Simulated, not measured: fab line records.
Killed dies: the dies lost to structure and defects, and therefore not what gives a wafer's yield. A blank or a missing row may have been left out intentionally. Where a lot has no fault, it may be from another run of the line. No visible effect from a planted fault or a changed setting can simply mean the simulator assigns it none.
What tool caused it?	flow gf180mcu	18 wafers from 6 lots sampled at 2 of the route's 602 steps

## WHAT THE GAUGES SHOWED, per wafer
GF_M1_OVL_MEAS_15.
lot	measured	on	M1_OVL (nm)
L659	day 18 13:23	overlay-02	-1 7 2
L661	day 18 21:10	overlay-01	12 9 12
L663	day 19 18:26	overlay-01	11 5 9
L670	day 22 13:13	overlay-02	6 6 0
L675	day 24 06:17	overlay-01	-2 4 1
L678	day 24 23:48	overlay-02	3 -4 -1

## WHICH TOOL RAN EACH LOT (tool, then ch and the chambers of the sampled wafers, then the start)
lot	GF_LVPWELL_EXPOSE_04
L659	iline stepper-01 ch 0, day 4 12:46
L661	iline stepper-02 ch 0, day 4 18:48
L663	iline stepper-01 ch 0, day 5 04:53
L670	iline stepper-01 ch 0, day 6 23:21
L675	iline stepper-02 ch 0, day 7 23:50
L678	iline stepper-01 ch 0, day 8 16:32
- GF_LVPWELL_EXPOSE_04: exposes mask LVPWELL, target cd 600 nm.

## THE ANSWER, worked out from the rows above alone
Rule: what is usual is taken from the lots themselves. The widest of any qualifying gaps counts: lots, ordered by their means at a reading, are off when they make up no more than a third of the lots, leave a main group of 4 or more, and stand apart from it by 3 or more times the standard deviation of that group's means. A main group is skipped when, at the precision printed for the reading in the tables above, its means are all equal. A lot without any number at a reading at which 4 lots or more have one is off too. Any other lot the step has rows for is counted as sound.
No lot is off on any of the readings shown, so nothing can be concluded from this.

## WHAT THE SIMULATOR HAD INSERTED
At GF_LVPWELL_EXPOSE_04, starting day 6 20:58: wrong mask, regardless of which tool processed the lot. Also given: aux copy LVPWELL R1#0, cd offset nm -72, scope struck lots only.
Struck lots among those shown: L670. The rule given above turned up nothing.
